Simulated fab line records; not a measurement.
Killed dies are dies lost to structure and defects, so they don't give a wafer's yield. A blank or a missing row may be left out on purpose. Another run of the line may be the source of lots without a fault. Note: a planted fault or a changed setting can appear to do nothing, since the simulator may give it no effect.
Which of the tools did it? / flow sky130 / Sampling: 24 lots, 72 wafers, 6 of 708 route steps

## WHAT EACH GAUGE READ, for each wafer
SKY_LDD_P_OVL_MEAS_08. Usual: LDD_P_OVL 0.2 nm, standard deviation 1.6.
lot=L074; measured=day 19 20:42; on=overlay-01; LDD_P_OVL (nm)=1.9 1.2 0.8; flag=
lot=L075; measured=day 19 21:24; on=overlay-02; LDD_P_OVL (nm)=-0.1 0.1 -0.5; flag=
lot=L076; measured=day 21 02:06; on=overlay-02; LDD_P_OVL (nm)=0.9 2.2 1.7; flag=
lot=L077; measured=day 21 03:09; on=overlay-01; LDD_P_OVL (nm)=1.3 3.6 2.9; flag=
lot=L078; measured=day 21 11:28; on=overlay-02; LDD_P_OVL (nm)=-2.6 -1.2 -3.1; flag=
lot=L079; measured=day 21 15:55; on=overlay-02; LDD_P_OVL (nm)=-0.8 -1.7 -1.3; flag=
lot=L082; measured=day 22 02:02; on=overlay-02; LDD_P_OVL (nm)=1.7 2.4 0.8; flag=
lot=L080; measured=day 22 03:48; on=overlay-01; LDD_P_OVL (nm)=0.9 -0.5 -1.2; flag=
lot=L081; measured=day 22 05:18; on=overlay-02; LDD_P_OVL (nm)=2.7 1.9 1.2; flag=
lot=L083; measured=day 22 12:01; on=overlay-02; LDD_P_OVL (nm)=1.8 0.8 0.3; flag=
lot=L084; measured=day 22 23:42; on=overlay-02; LDD_P_OVL (nm)=0.8 0.9 0.8; flag=
lot=L086; measured=day 23 13:05; on=overlay-02; LDD_P_OVL (nm)=-1.5 -0.5 -0.9; flag=
lot=L085; measured=day 23 13:39; on=overlay-02; LDD_P_OVL (nm)=0.4 -1.0 1.6; flag=
lot=L087; measured=day 23 21:48; on=overlay-01; LDD_P_OVL (nm)=0.8 -1.0 -2.3; flag=
lot=L088; measured=day 24 06:19; on=overlay-02; LDD_P_OVL (nm)=-1.0 -1.9 -2.4; flag=
lot=L089; measured=day 24 15:29; on=overlay-01; LDD_P_OVL (nm)=-0.4 -1.9 0.0; flag=
lot=L090; measured=day 24 23:48; on=overlay-01; LDD_P_OVL (nm)=0.2 -0.4 0.8; flag=
lot=L091; measured=day 25 02:42; on=overlay-02; LDD_P_OVL (nm)=-0.6 -0.9 0.9; flag=
lot=L092; measured=day 25 12:29; on=overlay-01; LDD_P_OVL (nm)=1.5 2.0 0.8; flag=
lot=L093; measured=day 25 22:17; on=overlay-02; LDD_P_OVL (nm)=2.0 0.7 2.0; flag=
lot=L094; measured=day 26 11:47; on=overlay-02; LDD_P_OVL (nm)=-0.4 0.3 0.8; flag=
lot=L095; measured=day 26 23:01; on=overlay-01; LDD_P_OVL (nm)=-1.9 -1.7 -1.9; flag=
lot=L096; measured=day 27 04:24; on=overlay-01; LDD_P_OVL (nm)=0.1 -1.4 -0.2; flag=
lot=L097; measured=day 27 08:00; on=overlay-01; LDD_P_OVL (nm)=3.5 -1.6 0.6; flag=

SKY_METAL1_OVL_MEAS_16. Usual: METAL1_OVL 3 nm, standard deviation 6.3.
lot=L074; measured=day 33 12:33; on=overlay-02; METAL1_OVL (nm)=0 1 9; flag=
lot=L075; measured=day 33 13:05; on=overlay-02; METAL1_OVL (nm)=1 3 1; flag=
lot=L076; measured=day 34 14:29; on=overlay-02; METAL1_OVL (nm)=-4 0 3; flag=
lot=L077; measured=day 34 15:30; on=overlay-02; METAL1_OVL (nm)=11 9 12; flag=
lot=L078; measured=day 34 21:01; on=overlay-02; METAL1_OVL (nm)=-12 -3 1; flag=
lot=L079; measured=day 35 01:34; on=overlay-01; METAL1_OVL (nm)=3 0 -2; flag=
lot=L082; measured=day 35 09:32; on=overlay-01; METAL1_OVL (nm)=-2 3 8; flag=
lot=L080; measured=day 35 11:18; on=overlay-02; METAL1_OVL (nm)=9 12 6; flag=
lot=L081; measured=day 35 12:15; on=overlay-01; METAL1_OVL (nm)=9 4 12; flag=
lot=L083; measured=day 35 16:07; on=overlay-02; METAL1_OVL (nm)=-10 0 -2; flag=
lot=L084; measured=day 36 04:09; on=overlay-02; METAL1_OVL (nm)=7 -3 3; flag=
lot=L086; measured=day 36 14:11; on=overlay-02; METAL1_OVL (nm)=5 9 10; flag=
lot=L085; measured=day 36 17:14; on=overlay-01; METAL1_OVL (nm)=4 6 2; flag=
lot=L087; measured=day 36 20:06; on=overlay-01; METAL1_OVL (nm)=4 2 0; flag=
lot=L088; measured=day 37 08:40; on=overlay-02; METAL1_OVL (nm)=1 0 4; flag=
lot=L089; measured=day 38 12:03; on=overlay-02; METAL1_OVL (nm)=7 1 6; flag=
lot=L090; measured=day 38 13:35; on=overlay-02; METAL1_OVL (nm)=9 7 10; flag=
lot=L091; measured=day 38 13:01; on=overlay-01; METAL1_OVL (nm)=3 -1 0; flag=
lot=L092; measured=day 38 14:57; on=overlay-02; METAL1_OVL (nm)=10 13 3; flag=
lot=L093; measured=day 38 20:31; on=overlay-02; METAL1_OVL (nm)=3 -4 -3; flag=
lot=L094; measured=day 39 07:58; on=overlay-02; METAL1_OVL (nm)=11 11 10; flag=
lot=L095; measured=day 39 13:23; on=overlay-01; METAL1_OVL (nm)=-3 -6 -4; flag=
lot=L096; measured=day 39 18:15; on=overlay-01; METAL1_OVL (nm)=-12 -6 0; flag=
lot=L097; measured=day 39 20:41; on=overlay-01; METAL1_OVL (nm)=-8 7 -3; flag=

SKY_VIA4_THK_MEAS_01. Usual: VIA4_HDPCVD_THK 1755 nm, standard deviation 18.
lot=L074; measured=day 42 11:06; on=film-metro-02; VIA4_HDPCVD_THK (nm)=1780 1782 1793; flag=
lot=L075; measured=day 42 12:11; on=film-metro-03; VIA4_HDPCVD_THK (nm)=1769 1760 1770; flag=
lot=L076; measured=day 43 06:50; on=film-metro-02; VIA4_HDPCVD_THK (nm)=1745 1752 1723; flag=
lot=L077; measured=day 43 08:11; on=film-metro-02; VIA4_HDPCVD_THK (nm)=1765 1776 1777; flag=
lot=L078; measured=day 43 13:30; on=film-metro-02; VIA4_HDPCVD_THK (nm)=1764 1753 1763; flag=
lot=L079; measured=day 43 17:29; on=film-metro-04; VIA4_HDPCVD_THK (nm)=1778 1775 1764; flag=
lot=L082; measured=day 44 01:02; on=film-metro-03; VIA4_HDPCVD_THK (nm)=1752 1739 1768; flag=
lot=L080; measured=day 44 02:35; on=film-metro-03; VIA4_HDPCVD_THK (nm)=1750 1771 1752; flag=
lot=L081; measured=day 44 03:38; on=film-metro-03; VIA4_HDPCVD_THK (nm)=1737 1729 1749; flag=
lot=L083; measured=day 44 05:01; on=film-metro-03; VIA4_HDPCVD_THK (nm)=1754 1779 1778; flag=
lot=L084; measured=day 44 15:17; on=film-metro-04; VIA4_HDPCVD_THK (nm)=1746 1749 1719; flag=
lot=L086; measured=day 45 00:10; on=film-metro-03; VIA4_HDPCVD_THK (nm)=1741 1722 1737; flag=
lot=L085; measured=day 45 03:02; on=film-metro-04; VIA4_HDPCVD_THK (nm)=1751 1741 1752; flag=
lot=L087; measured=day 45 06:02; on=film-metro-03; VIA4_HDPCVD_THK (nm)=1779 1763 1752; flag=
lot=L088; measured=day 45 15:09; on=film-metro-03; VIA4_HDPCVD_THK (nm)=1743 1760 1745; flag=
lot=L089; measured=day 46 14:41; on=film-metro-02; VIA4_HDPCVD_THK (nm)=1763 1766 1769; flag=
lot=L090; measured=day 46 15:58; on=film-metro-02; VIA4_HDPCVD_THK (nm)=1753 1748 1749; flag=
lot=L091; measured=day 46 15:38; on=film-metro-04; VIA4_HDPCVD_THK (nm)=1739 1746 1751; flag=
lot=L092; measured=day 46 15:47; on=film-metro-03; VIA4_HDPCVD_THK (nm)=1746 1738 1759; flag=
lot=L093; measured=day 47 00:24; on=film-metro-03; VIA4_HDPCVD_THK (nm)=1729 1747 1742; flag=
lot=L094; measured=day 47 09:51; on=film-metro-03; VIA4_HDPCVD_THK (nm)=1738 1761 1764; flag=
lot=L095; measured=day 47 14:53; on=film-metro-03; VIA4_HDPCVD_THK (nm)=1742 1765 1758; flag=
lot=L096; measured=day 47 19:12; on=film-metro-02; VIA4_HDPCVD_THK (nm)=1747 1744 1760; flag=
lot=L097; measured=day 47 20:54; on=film-metro-03; VIA4_HDPCVD_THK (nm)=1766 1775 1761; flag=

## EACH LOT AND THE TOOL THAT RAN IT (in order: tool; ch and the chambers of the sampled wafers; start)
lot=L074; SKY_RES_XHIGH_STRIP_08=plasma-asher-01 ch 0,1, day 27 10:26; SKY_CAPM_SPUTTER_02=pvd-sputter-01, day 37 02:08; SKY_METAL4_STRIP_19=plasma-asher-04 ch 0,1, day 42 10:18
lot=L075; SKY_RES_XHIGH_STRIP_08=plasma-asher-04 ch 0, day 27 11:43; SKY_CAPM_SPUTTER_02=pvd-sputter-04, day 37 02:28; SKY_METAL4_STRIP_19=plasma-asher-03 ch 0,1, day 42 11:23
lot=L076; SKY_RES_XHIGH_STRIP_08=plasma-asher-04 ch 0,1, day 28 15:35; SKY_CAPM_SPUTTER_02=pvd-sputter-01, day 38 03:02; SKY_METAL4_STRIP_19=plasma-asher-01 ch 0,1, day 43 06:04
lot=L077; SKY_RES_XHIGH_STRIP_08=plasma-asher-02 ch 0,1, day 28 16:10; SKY_CAPM_SPUTTER_02=pvd-sputter-04, day 38 03:44; SKY_METAL4_STRIP_19=plasma-asher-01 ch 0,1, day 43 07:25
lot=L078; SKY_RES_XHIGH_STRIP_08=plasma-asher-04 ch 0,1, day 28 21:52; SKY_CAPM_SPUTTER_02=pvd-sputter-04, day 38 08:51; SKY_METAL4_STRIP_19=plasma-asher-04 ch 0,1, day 43 12:43
lot=L079; SKY_RES_XHIGH_STRIP_08=plasma-asher-04 ch 0, day 29 02:40; SKY_CAPM_SPUTTER_02=pvd-sputter-04, day 38 13:01; SKY_METAL4_STRIP_19=plasma-asher-03 ch 0,1, day 43 16:39
lot=L082; SKY_RES_XHIGH_STRIP_08=plasma-asher-04 ch 0,1, day 29 11:25; SKY_CAPM_SPUTTER_02=pvd-sputter-02, day 38 21:14; SKY_METAL4_STRIP_19=plasma-asher-01 ch 0,1, day 44 00:15
lot=L080; SKY_RES_XHIGH_STRIP_08=plasma-asher-01 ch 0,1, day 29 13:15; SKY_CAPM_SPUTTER_02=pvd-sputter-02, day 38 22:22; SKY_METAL4_STRIP_19=plasma-asher-03 ch 0,1, day 44 01:50
lot=L081; SKY_RES_XHIGH_STRIP_08=plasma-asher-04 ch 0,1, day 29 13:25; SKY_CAPM_SPUTTER_02=pvd-sputter-04, day 39 02:14; SKY_METAL4_STRIP_19=plasma-asher-01 ch 0,1, day 44 02:48
lot=L083; SKY_RES_XHIGH_STRIP_08=plasma-asher-04 ch 0,1, day 29 18:39; SKY_CAPM_SPUTTER_02=pvd-sputter-01, day 39 03:25; SKY_METAL4_STRIP_19=plasma-asher-03 ch 0,1, day 44 04:16
lot=L084; SKY_RES_XHIGH_STRIP_08=plasma-asher-02 ch 0,1, day 30 06:40; SKY_CAPM_SPUTTER_02=pvd-sputter-01, day 39 14:29; SKY_METAL4_STRIP_19=plasma-asher-04 ch 0,1, day 44 14:31
lot=L086; SKY_RES_XHIGH_STRIP_08=plasma-asher-02 ch 0,1, day 30 18:40; SKY_CAPM_SPUTTER_02=pvd-sputter-04, day 39 23:47; SKY_METAL4_STRIP_19=plasma-asher-03 ch 0,1, day 44 23:23
lot=L085; SKY_RES_XHIGH_STRIP_08=plasma-asher-01 ch 0,1, day 30 22:02; SKY_CAPM_SPUTTER_02=pvd-sputter-02, day 40 03:05; SKY_METAL4_STRIP_19=plasma-asher-03 ch 0,1, day 45 02:16
lot=L087; SKY_RES_XHIGH_STRIP_08=plasma-asher-01 ch 0,1, day 31 02:13; SKY_CAPM_SPUTTER_02=pvd-sputter-04, day 40 05:57; SKY_METAL4_STRIP_19=plasma-asher-03 ch 0,1, day 45 05:16
lot=L088; SKY_RES_XHIGH_STRIP_08=plasma-asher-04 ch 0,1, day 31 13:21; SKY_CAPM_SPUTTER_02=pvd-sputter-01, day 40 15:39; SKY_METAL4_STRIP_19=plasma-asher-04 ch 0,1, day 45 14:23
lot=L089; SKY_RES_XHIGH_STRIP_08=plasma-asher-02 ch 0,1, day 32 20:13; SKY_CAPM_SPUTTER_02=pvd-sputter-04, day 41 17:50; SKY_METAL4_STRIP_19=plasma-asher-03 ch 0,1, day 46 13:52
lot=L090; SKY_RES_XHIGH_STRIP_08=plasma-asher-01 ch 1, day 32 21:14; SKY_CAPM_SPUTTER_02=pvd-sputter-04, day 41 18:53; SKY_METAL4_STRIP_19=plasma-asher-01 ch 0,1, day 46 14:51
lot=L091; SKY_RES_XHIGH_STRIP_08=plasma-asher-04 ch 0,1, day 32 20:33; SKY_CAPM_SPUTTER_02=pvd-sputter-04, day 41 18:26; SKY_METAL4_STRIP_19=plasma-asher-04 ch 0,1, day 46 14:38
lot=L092; SKY_RES_XHIGH_STRIP_08=plasma-asher-04 ch 0,1, day 32 21:49; SKY_CAPM_SPUTTER_02=pvd-sputter-04, day 41 19:29; SKY_METAL4_STRIP_19=plasma-asher-03 ch 0, day 46 14:47
lot=L093; SKY_RES_XHIGH_STRIP_08=plasma-asher-02 ch 0,1, day 33 04:16; SKY_CAPM_SPUTTER_02=pvd-sputter-01, day 42 03:38; SKY_METAL4_STRIP_19=plasma-asher-04 ch 0,1, day 46 21:51
lot=L094; SKY_RES_XHIGH_STRIP_08=plasma-asher-01 ch 0,1, day 33 16:26; SKY_CAPM_SPUTTER_02=pvd-sputter-01, day 42 13:55; SKY_METAL4_STRIP_19=plasma-asher-04 ch 0,1, day 47 09:04
lot=L095; SKY_RES_XHIGH_STRIP_08=plasma-asher-02 ch 0,1, day 33 21:55; SKY_CAPM_SPUTTER_02=pvd-sputter-02, day 42 22:31; SKY_METAL4_STRIP_19=plasma-asher-03 ch 0,1, day 47 14:06
lot=L096; SKY_RES_XHIGH_STRIP_08=plasma-asher-04 ch 0,1, day 34 03:31; SKY_CAPM_SPUTTER_02=pvd-sputter-01, day 43 00:29; SKY_METAL4_STRIP_19=plasma-asher-01 ch 0,1, day 47 18:25
lot=L097; SKY_RES_XHIGH_STRIP_08=plasma-asher-02 ch 0,1, day 34 06:46; SKY_CAPM_SPUTTER_02=pvd-sputter-01, day 43 02:20; SKY_METAL4_STRIP_19=plasma-asher-03 ch 0,1, day 47 20:07
- SKY_RES_XHIGH_STRIP_08: strips in O2/N2.
- SKY_CAPM_SPUTTER_02: material TiN, target thk 200 nm, time 166.7 s.
- SKY_METAL4_STRIP_19: strips in O2/N2.

## WHAT THE TOOLS THEMSELVES READ (means of the sampled wafers that have a number; where no wafer has one, the mark that the record gives instead)
SKY_RES_XHIGH_STRIP_08. Usual: drypump-motor-current-A 5.8 A, standard deviation 0.31; oes-product-au 0.711 a.u., standard deviation 0.0043; strip-time-to-endpoint-s 14.30 s, standard deviation 0.037.
lot=L074; tool=plasma-asher-01; drypump-motor-current-A (A)=5.3; oes-product-au (a.u.)=0.713; strip-time-to-endpoint-s (s)=14.28; flag=
lot=L075; tool=plasma-asher-04; drypump-motor-current-A (A)=5.8; oes-product-au (a.u.)=0.711; strip-time-to-endpoint-s (s)=14.26; flag=
lot=L076; tool=plasma-asher-04; drypump-motor-current-A (A)=6.0; oes-product-au (a.u.)=0.713; strip-time-to-endpoint-s (s)=14.33; flag=
lot=L077; tool=plasma-asher-02; drypump-motor-current-A (A)=5.7; oes-product-au (a.u.)=0.711; strip-time-to-endpoint-s (s)=14.33; flag=
lot=L078; tool=plasma-asher-04; drypump-motor-current-A (A)=6.0; oes-product-au (a.u.)=0.713; strip-time-to-endpoint-s (s)=14.31; flag=
lot=L079; tool=plasma-asher-04; drypump-motor-current-A (A)=5.8; oes-product-au (a.u.)=0.713; strip-time-to-endpoint-s (s)=14.31; flag=
lot=L082; tool=plasma-asher-04; drypump-motor-current-A (A)=6.0; oes-product-au (a.u.)=0.710; strip-time-to-endpoint-s (s)=14.33; flag=
lot=L080; tool=plasma-asher-01; drypump-motor-current-A (A)=5.5; oes-product-au (a.u.)=0.715; strip-time-to-endpoint-s (s)=14.27; flag=
lot=L081; tool=plasma-asher-04; drypump-motor-current-A (A)=6.0; oes-product-au (a.u.)=0.707; strip-time-to-endpoint-s (s)=14.27; flag=
lot=L083; tool=plasma-asher-04; drypump-motor-current-A (A)=6.0; oes-product-au (a.u.)=0.715; strip-time-to-endpoint-s (s)=14.31; flag=
lot=L084; tool=plasma-asher-02; drypump-motor-current-A (A)=5.7; oes-product-au (a.u.)=0.707; strip-time-to-endpoint-s (s)=14.37; flag=
lot=L086; tool=plasma-asher-02; drypump-motor-current-A (A)=5.6; oes-product-au (a.u.)=0.717; strip-time-to-endpoint-s (s)=14.32; flag=
lot=L085; tool=plasma-asher-01; drypump-motor-current-A (A)=5.5; oes-product-au (a.u.)=0.711; strip-time-to-endpoint-s (s)=14.25; flag=
lot=L087; tool=plasma-asher-01; drypump-motor-current-A (A)=5.3; oes-product-au (a.u.)=0.710; strip-time-to-endpoint-s (s)=14.28; flag=
lot=L088; tool=plasma-asher-04; drypump-motor-current-A (A)=6.0; oes-product-au (a.u.)=0.711; strip-time-to-endpoint-s (s)=14.30; flag=
lot=L089; tool=plasma-asher-02; drypump-motor-current-A (A)=5.6; oes-product-au (a.u.)=0.714; strip-time-to-endpoint-s (s)=14.36; flag=
lot=L090; tool=plasma-asher-01; drypump-motor-current-A (A)=5.1; oes-product-au (a.u.)=0.712; strip-time-to-endpoint-s (s)=14.32; flag=
lot=L091; tool=plasma-asher-04; drypump-motor-current-A (A)=5.9; oes-product-au (a.u.)=0.712; strip-time-to-endpoint-s (s)=14.25; flag=
lot=L092; tool=plasma-asher-04; drypump-motor-current-A (A)=6.0; oes-product-au (a.u.)=0.712; strip-time-to-endpoint-s (s)=14.38; flag=
lot=L093; tool=plasma-asher-02; drypump-motor-current-A (A)=5.8; oes-product-au (a.u.)=0.710; strip-time-to-endpoint-s (s)=14.28; flag=
lot=L094; tool=plasma-asher-01; drypump-motor-current-A (A)=5.5; oes-product-au (a.u.)=0.710; strip-time-to-endpoint-s (s)=14.29; flag=
lot=L095; tool=plasma-asher-02; drypump-motor-current-A (A)=5.6; oes-product-au (a.u.)=0.712; strip-time-to-endpoint-s (s)=14.34; flag=
lot=L096; tool=plasma-asher-04; drypump-motor-current-A (A)=6.0; oes-product-au (a.u.)=0.705; strip-time-to-endpoint-s (s)=14.32; flag=
lot=L097; tool=plasma-asher-02; drypump-motor-current-A (A)=5.7; oes-product-au (a.u.)=0.709; strip-time-to-endpoint-s (s)=14.30; flag=

SKY_CAPM_SPUTTER_02. Usual: throttle-valve-pct at 29.9 %, with a standard deviation of 1.
lot=L074; tool=pvd-sputter-01; throttle-valve-pct (%)=30.2; flag=
lot=L075; tool=pvd-sputter-04; throttle-valve-pct (%)=30.0; flag=
lot=L076; tool=pvd-sputter-01; throttle-valve-pct (%)=29.4; flag=
lot=L077; tool=pvd-sputter-04; throttle-valve-pct (%)=30.6; flag=
lot=L078; tool=pvd-sputter-04; throttle-valve-pct (%)=29.9; flag=
lot=L079; tool=pvd-sputter-04; throttle-valve-pct (%)=30.3; flag=
lot=L082; tool=pvd-sputter-02; throttle-valve-pct (%)=29.0; flag=
lot=L080; tool=pvd-sputter-02; throttle-valve-pct (%)=31.1; flag=
lot=L081; tool=pvd-sputter-04; throttle-valve-pct (%)=30.6; flag=
lot=L083; tool=pvd-sputter-01; throttle-valve-pct (%)=29.5; flag=
lot=L084; tool=pvd-sputter-01; throttle-valve-pct (%)=29.6; flag=
lot=L086; tool=pvd-sputter-04; throttle-valve-pct (%)=29.8; flag=
lot=L085; tool=pvd-sputter-02; throttle-valve-pct (%)=29.8; flag=
lot=L087; tool=pvd-sputter-04; throttle-valve-pct (%)=30.4; flag=
lot=L088; tool=pvd-sputter-01; throttle-valve-pct (%)=29.6; flag=
lot=L089; tool=pvd-sputter-04; throttle-valve-pct (%)=29.8; flag=
lot=L090; tool=pvd-sputter-04; throttle-valve-pct (%)=30.3; flag=
lot=L091; tool=pvd-sputter-04; throttle-valve-pct (%)=30.6; flag=
lot=L092; tool=pvd-sputter-04; throttle-valve-pct (%)=30.4; flag=
lot=L093; tool=pvd-sputter-01; throttle-valve-pct (%)=29.6; flag=
lot=L094; tool=pvd-sputter-01; throttle-valve-pct (%)=29.4; flag=
lot=L095; tool=pvd-sputter-02; throttle-valve-pct (%)=28.9; flag=
lot=L096; tool=pvd-sputter-01; throttle-valve-pct (%)=30.3; flag=
lot=L097; tool=pvd-sputter-01; throttle-valve-pct (%)=28.8; flag=

SKY_METAL4_STRIP_19. Usual: drypump-motor-current-A 5.70 A, standard deviation 0.28; oes-product-au 0.500 a.u., standard deviation 0.006; strip-time-to-endpoint-s 6.50 s, standard deviation 0.093.
lot=L074; tool=plasma-asher-04; drypump-motor-current-A (A)=6.04; oes-product-au (a.u.)=0.501; strip-time-to-endpoint-s (s)=6.58; flag=
lot=L075; tool=plasma-asher-03; drypump-motor-current-A (A)=5.71; oes-product-au (a.u.)=0.503; strip-time-to-endpoint-s (s)=6.51; flag=
lot=L076; tool=plasma-asher-01; drypump-motor-current-A (A)=5.52; oes-product-au (a.u.)=0.502; strip-time-to-endpoint-s (s)=6.44; flag=
lot=L077; tool=plasma-asher-01; drypump-motor-current-A (A)=5.31; oes-product-au (a.u.)=0.497; strip-time-to-endpoint-s (s)=6.44; flag=
lot=L078; tool=plasma-asher-04; drypump-motor-current-A (A)=5.93; oes-product-au (a.u.)=0.494; strip-time-to-endpoint-s (s)=6.42; flag=
lot=L079; tool=plasma-asher-03; drypump-motor-current-A (A)=5.66; oes-product-au (a.u.)=0.508; strip-time-to-endpoint-s (s)=6.63; flag=
lot=L082; tool=plasma-asher-01; drypump-motor-current-A (A)=5.32; oes-product-au (a.u.)=0.503; strip-time-to-endpoint-s (s)=6.48; flag=
lot=L080; tool=plasma-asher-03; drypump-motor-current-A (A)=5.65; oes-product-au (a.u.)=0.504; strip-time-to-endpoint-s (s)=6.54; flag=
lot=L081; tool=plasma-asher-01; drypump-motor-current-A (A)=5.52; oes-product-au (a.u.)=0.505; strip-time-to-endpoint-s (s)=6.53; flag=
lot=L083; tool=plasma-asher-03; drypump-motor-current-A (A)=5.67; oes-product-au (a.u.)=0.503; strip-time-to-endpoint-s (s)=6.54; flag=
lot=L084; tool=plasma-asher-04; drypump-motor-current-A (A)=5.94; oes-product-au (a.u.)=0.494; strip-time-to-endpoint-s (s)=6.32; flag=
lot=L086; tool=plasma-asher-03; drypump-motor-current-A (A)=5.66; oes-product-au (a.u.)=0.495; strip-time-to-endpoint-s (s)=6.39; flag=
lot=L085; tool=plasma-asher-03; drypump-motor-current-A (A)=5.66; oes-product-au (a.u.)=0.493; strip-time-to-endpoint-s (s)=6.43; flag=
lot=L087; tool=plasma-asher-03; drypump-motor-current-A (A)=5.71; oes-product-au (a.u.)=0.495; strip-time-to-endpoint-s (s)=6.41; flag=
lot=L088; tool=plasma-asher-04; drypump-motor-current-A (A)=5.93; oes-product-au (a.u.)=0.508; strip-time-to-endpoint-s (s)=6.65; flag=
lot=L089; tool=plasma-asher-03; drypump-motor-current-A (A)=5.67; oes-product-au (a.u.)=0.494; strip-time-to-endpoint-s (s)=6.46; flag=
lot=L090; tool=plasma-asher-01; drypump-motor-current-A (A)=5.51; oes-product-au (a.u.)=0.497; strip-time-to-endpoint-s (s)=6.46; flag=
lot=L091; tool=plasma-asher-04; drypump-motor-current-A (A)=6.04; oes-product-au (a.u.)=0.508; strip-time-to-endpoint-s (s)=6.62; flag=
lot=L092; tool=plasma-asher-03; drypump-motor-current-A (A)=5.61; oes-product-au (a.u.)=0.503; strip-time-to-endpoint-s (s)=6.59; flag=
lot=L093; tool=plasma-asher-04; drypump-motor-current-A (A)=6.04; oes-product-au (a.u.)=0.499; strip-time-to-endpoint-s (s)=6.44; flag=
lot=L094; tool=plasma-asher-04; drypump-motor-current-A (A)=5.93; oes-product-au (a.u.)=0.503; strip-time-to-endpoint-s (s)=6.59; flag=
lot=L095; tool=plasma-asher-03; drypump-motor-current-A (A)=5.66; oes-product-au (a.u.)=0.495; strip-time-to-endpoint-s (s)=6.37; flag=
lot=L096; tool=plasma-asher-01; drypump-motor-current-A (A)=5.50; oes-product-au (a.u.)=0.503; strip-time-to-endpoint-s (s)=6.58; flag=
lot=L097; tool=plasma-asher-03; drypump-motor-current-A (A)=5.65; oes-product-au (a.u.)=0.503; strip-time-to-endpoint-s (s)=6.53; flag=

## THE ANSWER, worked out from the rows above alone
Rule: take the mean of a lot's wafers that have a number; if it is more than 3 standard deviations from the usual mean, the lot is off. A lot without any number at a reading at which 4 lots or more have one is off too. All remaining lots with rows at the step are treated as sound. The gauges are gone through in route order, then the tools' own readings, and for those a lot's mean is taken as printed above. At the first step where some lot is off, the reading lying furthest off is the one used; lots without a number count as furthest.
None of the lots is off at any reading shown; this tells nothing.

## WHAT THE SIMULATOR PUT IN
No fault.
